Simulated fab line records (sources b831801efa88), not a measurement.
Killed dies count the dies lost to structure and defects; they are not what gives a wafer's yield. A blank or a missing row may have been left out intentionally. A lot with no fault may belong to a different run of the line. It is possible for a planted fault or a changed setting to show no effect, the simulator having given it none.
Which tool was responsible? / flow sky130 / 33 wafers from 11 lots sampled at 7 of the route's 708 steps

WHAT THE GAUGES READ, wafer by wafer
SKY_LI_CONTACT_RS_MEAS_22: a four-point-probe measurement. Usual: for LI_CONTACT_W_RS the level is 0.286 ohm/sq and the standard deviation is 0.0057.
lot=L416; measured=day 29 09:23; on=film_metro-04; LI_CONTACT_W_RS (ohm/sq)=0.282 0.282 0.290; flag=
lot=L417; measured=day 29 19:07; on=film_metro-03; LI_CONTACT_W_RS (ohm/sq)=0.283 0.290 0.284; flag=
lot=L421; measured=day 30 23:18; on=film_metro-03; LI_CONTACT_W_RS (ohm/sq)=0.286 0.284 0.295; flag=
lot=L422; measured=day 31 08:02; on=film_metro-03; LI_CONTACT_W_RS (ohm/sq)=0.282 0.291 0.290; flag=
lot=L423; measured=day 31 16:19; on=film_metro-02; LI_CONTACT_W_RS (ohm/sq)=0.284 0.293 0.284; flag=
lot=L424; measured=day 32 04:33; on=film_metro-02; LI_CONTACT_W_RS (ohm/sq)=0.284 0.286 0.293; flag=
lot=L430; measured=day 33 22:12; on=film_metro-04; LI_CONTACT_W_RS (ohm/sq)=0.280 0.477 0.282; flag=OFF
lot=L431; measured=day 34 07:08; on=film_metro-04; LI_CONTACT_W_RS (ohm/sq)=0.281 0.444 0.293; flag=OFF
lot=L435; measured=day 35 11:09; on=film_metro-02; LI_CONTACT_W_RS (ohm/sq)=0.284 0.279 0.285; flag=
lot=L438; measured=day 36 06:58; on=film_metro-04; LI_CONTACT_W_RS (ohm/sq)=0.278 0.288 0.278; flag=
lot=L439; measured=day 36 22:58; on=film_metro-02; LI_CONTACT_W_RS (ohm/sq)=0.292 0.285 0.296; flag=

SKY_LI_CONTACT_THK_MEAS_23: measures by xrf. Usual: for LI_CONTACT_W_THK the level is 400 nm and the standard deviation is 9.4.
lot=L416; measured=day 29 09:31; on=film_metro-04; LI_CONTACT_W_THK (nm)=412 412 398; flag=
lot=L417; measured=day 29 19:13; on=film_metro-03; LI_CONTACT_W_THK (nm)=401 392 401; flag=
lot=L421; measured=day 30 23:25; on=film_metro-03; LI_CONTACT_W_THK (nm)=394 392 382; flag=
lot=L422; measured=day 31 08:10; on=film_metro-03; LI_CONTACT_W_THK (nm)=397 386 386; flag=
lot=L423; measured=day 31 16:26; on=film_metro-02; LI_CONTACT_W_THK (nm)=403 388 400; flag=
lot=L424; measured=day 32 04:39; on=film_metro-02; LI_CONTACT_W_THK (nm)=401 401 390; flag=
lot=L430; measured=day 33 22:18; on=film_metro-04; LI_CONTACT_W_THK (nm)=420 244 412; flag=OFF
lot=L431; measured=day 34 07:13; on=film_metro-04; LI_CONTACT_W_THK (nm)=414 260 393; flag=OFF
lot=L435; measured=day 35 11:16; on=film_metro-02; LI_CONTACT_W_THK (nm)=399 413 399; flag=
lot=L438; measured=day 36 07:04; on=film_metro-04; LI_CONTACT_W_THK (nm)=416 403 414; flag=
lot=L439; measured=day 36 23:04; on=film_metro-02; LI_CONTACT_W_THK (nm)=391 401 383; flag=

SKY_CONTACT_BOW_MEAS_05. Usual: for CONTACT_BOW the level is 81 um and the standard deviation is 6.6.
lot=L416; measured=day 30 15:44; on=film_metro-04; CONTACT_BOW (um)=79 86 94; flag=
lot=L417; measured=day 31 01:09; on=film_metro-02; CONTACT_BOW (um)=78 87 80; flag=
lot=L421; measured=day 32 04:06; on=film_metro-02; CONTACT_BOW (um)=79 83 80; flag=
lot=L422; measured=day 32 13:05; on=film_metro-02; CONTACT_BOW (um)=81 70 76; flag=
lot=L423; measured=day 32 21:49; on=film_metro-01; CONTACT_BOW (um)=76 79 83; flag=
lot=L424; measured=day 33 09:54; on=film_metro-01; CONTACT_BOW (um)=87 76 83; flag=
lot=L430; measured=day 35 03:19; on=film_metro-01; CONTACT_BOW (um)=95 78 84; flag=
lot=L431; measured=day 35 11:51; on=film_metro-02; CONTACT_BOW (um)=82 81 83; flag=
lot=L435; measured=day 36 15:29; on=film_metro-04; CONTACT_BOW (um)=70 103 78; flag=
lot=L438; measured=day 37 11:45; on=film_metro-01; CONTACT_BOW (um)=79 76 92; flag=
lot=L439; measured=day 38 03:04; on=film_metro-04; CONTACT_BOW (um)=94 91 79; flag=

WHAT TOOL EACH LOT RAN ON (gives the tool, then ch and the chambers of the sampled wafers, and finally the start)
lot=L416; SKY_SD_N_STRIP_11=plasma_asher-03 ch 0, day 28 03:02; SKY_LI_CONTACT_CVD_21=cvd_w-01 ch 0,1, day 29 09:16; SKY_LI_CONTACT_CMP_24=cmp-02 ch 1,2,3, day 29 09:37; SKY_LOCAL_INTERCONNECT_STRIP_15=plasma_asher-01 ch 1, day 30 14:37
lot=L417; SKY_SD_N_STRIP_11=plasma_asher-01 ch 0,1, day 28 12:49; SKY_LI_CONTACT_CVD_21=cvd_w-01 ch 0,1, day 29 18:59; SKY_LI_CONTACT_CMP_24=cmp-01 ch 0,1,3, day 29 19:15; SKY_LOCAL_INTERCONNECT_STRIP_15=plasma_asher-03 ch 0,1, day 30 23:59
lot=L421; SKY_SD_N_STRIP_11=plasma_asher-02 ch 0,1, day 29 17:29; SKY_LI_CONTACT_CVD_21=cvd_w-01 ch 0,1, day 30 23:10; SKY_LI_CONTACT_CMP_24=cmp-02 ch 0,1,2, day 30 23:28; SKY_LOCAL_INTERCONNECT_STRIP_15=plasma_asher-03 ch 0,1, day 32 02:57
lot=L422; SKY_SD_N_STRIP_11=plasma_asher-03 ch 0,1, day 30 01:44; SKY_LI_CONTACT_CVD_21=cvd_w-01 ch 0,1, day 31 07:55; SKY_LI_CONTACT_CMP_24=cmp-01 ch 0,1,3, day 31 08:13; SKY_LOCAL_INTERCONNECT_STRIP_15=plasma_asher-03 ch 0,1, day 32 11:54
lot=L423; SKY_SD_N_STRIP_11=plasma_asher-01 ch 0,1, day 30 10:20; SKY_LI_CONTACT_CVD_21=cvd_w-01 ch 0,1, day 31 16:11; SKY_LI_CONTACT_CMP_24=cmp-02 ch 1,2,3, day 31 16:33; SKY_LOCAL_INTERCONNECT_STRIP_15=plasma_asher-03 ch 0,1, day 32 20:42
lot=L424; SKY_SD_N_STRIP_11=plasma_asher-01 ch 0,1, day 30 23:01; SKY_LI_CONTACT_CVD_21=cvd_w-01 ch 0,1, day 32 04:26; SKY_LI_CONTACT_CMP_24=cmp-01 ch 0,3, day 32 04:41; SKY_LOCAL_INTERCONNECT_STRIP_15=plasma_asher-03 ch 0,1, day 33 08:47
lot=L430; SKY_SD_N_STRIP_11=plasma_asher-02 ch 0,1, day 32 16:39; SKY_LI_CONTACT_CVD_21=cvd_w-01 ch 0,1, day 33 22:05; SKY_LI_CONTACT_CMP_24=cmp-01 ch 0,2,3, day 33 22:26; SKY_LOCAL_INTERCONNECT_STRIP_15=plasma_asher-01 ch 0,1, day 35 02:11
lot=L431; SKY_SD_N_STRIP_11=plasma_asher-03 ch 0,1, day 33 02:22; SKY_LI_CONTACT_CVD_21=cvd_w-01 ch 0,1, day 34 06:59; SKY_LI_CONTACT_CMP_24=cmp-01 ch 1,2, day 34 07:15; SKY_LOCAL_INTERCONNECT_STRIP_15=plasma_asher-01 ch 0,1, day 35 10:42
lot=L435; SKY_SD_N_STRIP_11=plasma_asher-01 ch 0,1, day 34 06:20; SKY_LI_CONTACT_CVD_21=cvd_w-02 ch 0,1, day 35 11:01; SKY_LI_CONTACT_CMP_24=cmp-01 ch 2,3, day 35 11:19; SKY_LOCAL_INTERCONNECT_STRIP_15=plasma_asher-03 ch 0,1, day 36 14:21
lot=L438; SKY_SD_N_STRIP_11=plasma_asher-02 ch 0,1, day 35 02:16; SKY_LI_CONTACT_CVD_21=cvd_w-02 ch 0,1, day 36 06:50; SKY_LI_CONTACT_CMP_24=cmp-01 ch 0,1,3, day 36 07:10; SKY_LOCAL_INTERCONNECT_STRIP_15=plasma_asher-03 ch 0,1, day 37 10:37
lot=L439; SKY_SD_N_STRIP_11=plasma_asher-02 ch 0,1, day 35 17:53; SKY_LI_CONTACT_CVD_21=cvd_w-01 ch 0,1, day 36 22:49; SKY_LI_CONTACT_CMP_24=cmp-01 ch 0,2,3, day 36 23:14; SKY_LOCAL_INTERCONNECT_STRIP_15=plasma_asher-03 ch 0,1, day 38 01:56
- SKY_SD_N_STRIP_11: strips in O2/N2.
- SKY_LI_CONTACT_CVD_21: deposits W, target thk 400 nm, time 120.56 s.
- SKY_LI_CONTACT_CMP_24: polishes, stops on PSG, t overpolish 20 s, target thk 0 nm.
- SKY_LOCAL_INTERCONNECT_STRIP_15: strips in O2/N2.

WHAT THE TOOLS THEMSELVES READ (means of the sampled wafers that have a number; where no wafer has one, the mark that the record gives instead)
SKY_SD_N_STRIP_11. Usual: drypump_motor_current_A 5.6 A, standard deviation 0.62; oes_product_au 0.527 a.u., standard deviation 0.0043; strip_time_to_endpoint_s 22.57 s, standard deviation 0.044.
lot=L416; tool=plasma_asher-03; drypump_motor_current_A (A)=6.5; oes_product_au (a.u.)=0.526; strip_time_to_endpoint_s (s)=22.54; flag=
lot=L417; tool=plasma_asher-01; drypump_motor_current_A (A)=5.4; oes_product_au (a.u.)=0.532; strip_time_to_endpoint_s (s)=22.61; flag=
lot=L421; tool=plasma_asher-02; drypump_motor_current_A (A)=5.8; oes_product_au (a.u.)=0.525; strip_time_to_endpoint_s (s)=22.56; flag=
lot=L422; tool=plasma_asher-03; drypump_motor_current_A (A)=5.4; oes_product_au (a.u.)=0.528; strip_time_to_endpoint_s (s)=22.56; flag=
lot=L423; tool=plasma_asher-01; drypump_motor_current_A (A)=5.1; oes_product_au (a.u.)=0.525; strip_time_to_endpoint_s (s)=22.56; flag=
lot=L424; tool=plasma_asher-01; drypump_motor_current_A (A)=5.4; oes_product_au (a.u.)=0.527; strip_time_to_endpoint_s (s)=22.52; flag=
lot=L430; tool=plasma_asher-02; drypump_motor_current_A (A)=6.1; oes_product_au (a.u.)=0.527; strip_time_to_endpoint_s (s)=22.56; flag=
lot=L431; tool=plasma_asher-03; drypump_motor_current_A (A)=6.0; oes_product_au (a.u.)=0.530; strip_time_to_endpoint_s (s)=22.63; flag=
lot=L435; tool=plasma_asher-01; drypump_motor_current_A (A)=5.4; oes_product_au (a.u.)=0.531; strip_time_to_endpoint_s (s)=22.55; flag=
lot=L438; tool=plasma_asher-02; drypump_motor_current_A (A)=6.1; oes_product_au (a.u.)=0.525; strip_time_to_endpoint_s (s)=22.59; flag=
lot=L439; tool=plasma_asher-02; drypump_motor_current_A (A)=5.8; oes_product_au (a.u.)=0.524; strip_time_to_endpoint_s (s)=22.55; flag=

SKY_LI_CONTACT_CVD_21. Usual: heater_power_w reads 824 W (standard deviation 50).
lot=L416; tool=cvd_w-01; heater_power_w (W)=843; flag=
lot=L417; tool=cvd_w-01; heater_power_w (W)=831; flag=
lot=L421; tool=cvd_w-01; heater_power_w (W)=828; flag=
lot=L422; tool=cvd_w-01; heater_power_w (W)=880; flag=
lot=L423; tool=cvd_w-01; heater_power_w (W)=852; flag=
lot=L424; tool=cvd_w-01; heater_power_w (W)=830; flag=
lot=L430; tool=cvd_w-01; heater_power_w (W)=852; flag=
lot=L431; tool=cvd_w-01; heater_power_w (W)=849; flag=
lot=L435; tool=cvd_w-02; heater_power_w (W)=773; flag=
lot=L438; tool=cvd_w-02; heater_power_w (W)=760; flag=
lot=L439; tool=cvd_w-01; heater_power_w (W)=868; flag=

SKY_LI_CONTACT_CMP_24. Usual: motor_current_A 10.7 A, standard deviation 0.98; time_to_endpoint_s 96 s, standard deviation 5.3.
lot=L416; tool=cmp-02; motor_current_A (A)=10.2; time_to_endpoint_s (s)=93; flag=
lot=L417; tool=cmp-01; motor_current_A (A)=11.1; time_to_endpoint_s (s)=100; flag=
lot=L421; tool=cmp-02; motor_current_A (A)=9.5; time_to_endpoint_s (s)=95; flag=
lot=L422; tool=cmp-01; motor_current_A (A)=11.4; time_to_endpoint_s (s)=94; flag=
lot=L423; tool=cmp-02; motor_current_A (A)=10.5; time_to_endpoint_s (s)=92; flag=
lot=L424; tool=cmp-01; motor_current_A (A)=11.5; time_to_endpoint_s (s)=95; flag=
lot=L430; tool=cmp-01; motor_current_A (A)=11.2; time_to_endpoint_s (s)=85; flag=
lot=L431; tool=cmp-01; motor_current_A (A)=10.7; time_to_endpoint_s (s)=88; flag=
lot=L435; tool=cmp-01; motor_current_A (A)=11.2; time_to_endpoint_s (s)=95; flag=
lot=L438; tool=cmp-01; motor_current_A (A)=10.9; time_to_endpoint_s (s)=99; flag=
lot=L439; tool=cmp-01; motor_current_A (A)=10.9; time_to_endpoint_s (s)=97; flag=

SKY_LOCAL_INTERCONNECT_STRIP_15. Usual: drypump_motor_current_A 5.5 A, standard deviation 0.63; oes_product_au 0.427 a.u., standard deviation 0.0045; strip_time_to_endpoint_s 4.707 s, standard deviation 0.023.
lot=L416; tool=plasma_asher-01; drypump_motor_current_A (A)=5.6; oes_product_au (a.u.)=0.424; strip_time_to_endpoint_s (s)=4.699; flag=
lot=L417; tool=plasma_asher-03; drypump_motor_current_A (A)=6.0; oes_product_au (a.u.)=0.427; strip_time_to_endpoint_s (s)=4.715; flag=
lot=L421; tool=plasma_asher-03; drypump_motor_current_A (A)=6.0; oes_product_au (a.u.)=0.428; strip_time_to_endpoint_s (s)=4.704; flag=
lot=L422; tool=plasma_asher-03; drypump_motor_current_A (A)=6.0; oes_product_au (a.u.)=0.426; strip_time_to_endpoint_s (s)=4.690; flag=
lot=L423; tool=plasma_asher-03; drypump_motor_current_A (A)=6.0; oes_product_au (a.u.)=0.423; strip_time_to_endpoint_s (s)=4.709; flag=
lot=L424; tool=plasma_asher-03; drypump_motor_current_A (A)=5.4; oes_product_au (a.u.)=0.426; strip_time_to_endpoint_s (s)=4.724; flag=
lot=L430; tool=plasma_asher-01; drypump_motor_current_A (A)=5.1; oes_product_au (a.u.)=0.424; strip_time_to_endpoint_s (s)=4.696; flag=
lot=L431; tool=plasma_asher-01; drypump_motor_current_A (A)=5.1; oes_product_au (a.u.)=0.426; strip_time_to_endpoint_s (s)=4.683; flag=
lot=L435; tool=plasma_asher-03; drypump_motor_current_A (A)=5.4; oes_product_au (a.u.)=0.423; strip_time_to_endpoint_s (s)=4.707; flag=
lot=L438; tool=plasma_asher-03; drypump_motor_current_A (A)=6.0; oes_product_au (a.u.)=0.430; strip_time_to_endpoint_s (s)=4.730; flag=
lot=L439; tool=plasma_asher-03; drypump_motor_current_A (A)=5.4; oes_product_au (a.u.)=0.426; strip_time_to_endpoint_s (s)=4.697; flag=

THE ANSWER, worked out from the rows above alone
Rule: take the mean of a lot's wafers that have a number; if it is more than 3 standard deviations from the usual mean, the lot is off. Also off: a lot with no number at a reading for which 4 or more lots have one. All remaining lots with rows at the step are treated as sound. After the gauges, taken in route order, come the tools' own readings; for these a lot's mean is taken, as printed above. The first step at which some lot is off is used, and at that step the reading that is off furthest; a lot without a number counts as furthest.
Off: at SKY_LI_CONTACT_RS_MEAS_22 (LI_CONTACT_W_RS), L430, L431.
A tool fits if, at a process step before that reading, it ran every lot that is off, and no sound lot after the first of them. Gauges at SKY_LI_CONTACT_RS_MEAS_22: tried the same way as those tools. No candidate that was tried fits.

WHAT WAS PUT IN BY THE SIMULATOR
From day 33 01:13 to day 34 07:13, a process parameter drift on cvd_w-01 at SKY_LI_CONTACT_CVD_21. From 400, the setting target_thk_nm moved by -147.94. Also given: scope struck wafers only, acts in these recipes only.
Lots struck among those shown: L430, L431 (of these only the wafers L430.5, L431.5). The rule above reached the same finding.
